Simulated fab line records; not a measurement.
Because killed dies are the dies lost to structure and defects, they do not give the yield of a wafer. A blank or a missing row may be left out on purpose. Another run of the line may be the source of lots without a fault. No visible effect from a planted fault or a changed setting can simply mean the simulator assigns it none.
Split-lot trial + flow sfq-line + 23 wafers read across 5 lots, on a route 325 steps long

== SPLIT DETAILS ==
At SFQ_TRILAYER_M4_DEP_SPUTTER_091 (material Nb, target thk 200 nm, time 133.3 s), the setting time-s was moved away from the recipe's 133.3 s on 7 of the 23 wafers read, by -12.6% to +14.6%. All remaining wafers had this setting at the recipe value.

== FROM THE SPLIT TO THE READING: what the file shows between them, 5 steps ==
- SFQ_M4_RS_MEAS_924: measures by four-point-probe
- SFQ_TRILAYER_M4_LITHO_EXPOSE_094: exposes mask M4, target cd 500 nm (also split here: dose-mj)
- SFQ_TRILAYER_M4_LITHO_PEB_096: peb time 60 s
- SFQ_TRILAYER_M4_LITHO_DEVELOP_095: time 60 s
- SFQ_TRILAYER_M4_BARC_OPEN_METAL_ETCH_123: etches BARC in O2, target depth 125 nm, time 41.7 s

== THE READING ==
oes-product-au, in a.u., at SFQ_TRILAYER_M4_ETCH_METAL_ETCH_096 (etches Nb in Cl2/Ar, stops on SiO2, target depth 240 nm, time 120 s). Typical for fault-free wafers on this fab line: 0.891 a.u., with standard deviation 0.006 a.u.

| wafer  | tool, chamber at the split | time-s as run, s | against the recipe | oes-product-au, a.u. | against lot-mates on the recipe |
|--------|----------------------------|------------------|--------------------|----------------------|---------------------------------|
| L076.1 | pvd-sputter-04, -          | 116.5            | -12.6%             | 0.824                | -0.064                          |
| L076.2 | pvd-sputter-04, -          | 116.5            | -12.6%             | 0.822                | -0.066                          |
| L076.3 | pvd-sputter-04, -          | 133.3            | recipe             | 0.900                | -                               |
| L076.5 | pvd-sputter-04, -          | 133.3            | recipe             | 0.882                | -                               |
| L076.6 | pvd-sputter-04, -          | 133.3            | recipe             | 0.883                | -                               |
| L077.1 | pvd-sputter-05, -          | 133.3            | recipe             | 0.895                | -                               |
| L077.3 | pvd-sputter-05, -          | 133.3            | recipe             | 0.885                | -                               |
| L077.4 | pvd-sputter-05, -          | 133.3            | recipe             | 0.894                | -                               |
| L077.5 | pvd-sputter-05, -          | 133.3            | recipe             | 0.890                | -                               |
| L077.6 | pvd-sputter-05, -          | 133.3            | recipe             | 0.887                | -                               |
| L079.1 | pvd-sputter-04, -          | 127.7            | -4.2%              | 0.876                | -0.013                          |
| L079.3 | pvd-sputter-04, -          | 127.7            | -4.2%              | 0.880                | -0.009                          |
| L079.4 | pvd-sputter-04, -          | 133.3            | recipe             | 0.895                | -                               |
| L079.5 | pvd-sputter-04, -          | 133.3            | recipe             | 0.884                | -                               |
| L079.6 | pvd-sputter-04, -          | 127.7            | -4.2%              | 0.869                | -0.020                          |
| L081.1 | pvd-sputter-04, -          | 133.3            | recipe             | 0.887                | -                               |
| L081.3 | pvd-sputter-04, -          | 133.3            | recipe             | 0.878                | -                               |
| L081.4 | pvd-sputter-04, -          | 133.3            | recipe             | 0.888                | -                               |
| L083.1 | pvd-sputter-06, -          | 152.8            | +14.6%             | 0.964                | +0.069                          |
| L083.2 | pvd-sputter-06, -          | 133.3            | recipe             | 0.891                | -                               |
| L083.3 | pvd-sputter-06, -          | 133.3            | recipe             | 0.895                | -                               |
| L083.4 | pvd-sputter-06, -          | 133.3            | recipe             | 0.898                | -                               |
| L083.6 | pvd-sputter-06, -          | 152.8            | +14.6%             | 0.967                | +0.072                          |

THE FIT
A straight line over all 23 wafers: oes-product-au changes by +0.00512 a.u. for each +1% of time-s; r = +0.98; the points scatter about the line by 0.0062 a.u.
The same after taking each lot's own level away (the mean of its wafers on the recipe; 23 wafers): +0.00489 a.u. for each +1%; r = +0.98; scatter 0.0055 a.u.
According to that fit, moving time-s by its largest amount changes the reading by 0.072 a.u.
The lots' own levels span 0.8843 to 0.8947 a.u., that is 1.7 times the standard deviation above.
The two slopes agree, so the slope changes little with the lot-to-lot level.
Check: with one of the wafers moved furthest among these (+14.6%) left out of the fit, the line predicts +0.0732 a.u. for it against its lot-mates. It came out at +0.0693 a.u. against them.

== FURTHER SPLITS ON THESE WAFERS ==
Other splits were also applied to these wafers ahead of the reading. Each is held against what the fit with the lots' levels taken away leaves over:
| other split on the same wafers               | wafers away from the commonest value | r with oes-product-au (lot level and that fit taken away) |
|----------------------------------------------|--------------------------------------|-----------------------------------------------------------|
| SFQ_TRILAYER_M3_LITHO_COAT_080 spin-rpm      | 6                                    | -0.01                                                     |
| SFQ_TRILAYER_M3_LITHO_PEB_078 peb-temp-c     | 7                                    | -0.26                                                     |
| SFQ_TRILAYER_I3_VIA_LITHO_COAT_090 spin-rpm  | 9                                    | -0.27                                                     |
| SFQ_TRILAYER_I3_VIA_LITHO_PEB_088 peb-time-s | 11                                   | -0.46                                                     |
| SFQ_TRILAYER_M4_LITHO_EXPOSE_094 dose-mj     | 8                                    | +0.06                                                     |

== THE WHOLE CHAIN: every reading that the file lists as answering this split, in the file's order ==
| step                                | what it does                                                        | reading                                                                                   | change (the file's fit)                   | r (the file's) |
|-------------------------------------|---------------------------------------------------------------------|-------------------------------------------------------------------------------------------|-------------------------------------------|----------------|
| SFQ_TRILAYER_M4_DEP_SPUTTER_091     | material Nb, target thk 200 nm, time 133.3 s                        | Nb_of_TRILAYER_M4_DEP_SPUTTER_091.thk-nm (the simulator's own value, which no gauge read) | +2.03 nm for each +1% of the setting      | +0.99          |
| SFQ_M4_RS_MEAS_924                  | measures by four-point-probe                                        | M4_NB_RS                                                                                  | -0.0092 for each +1% of the setting       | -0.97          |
| SFQ_TRILAYER_M4_ETCH_METAL_ETCH_096 | etches Nb in Cl2/Ar, stops on SiO2, target depth 240 nm, time 120 s | oes-product-au                                                                            | +0.00492 a.u. for each +1% of the setting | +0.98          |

== FILE'S OWN FIT ==
oes-product-au changes by +0.00492 a.u. for each +1% of time-s, r = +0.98.
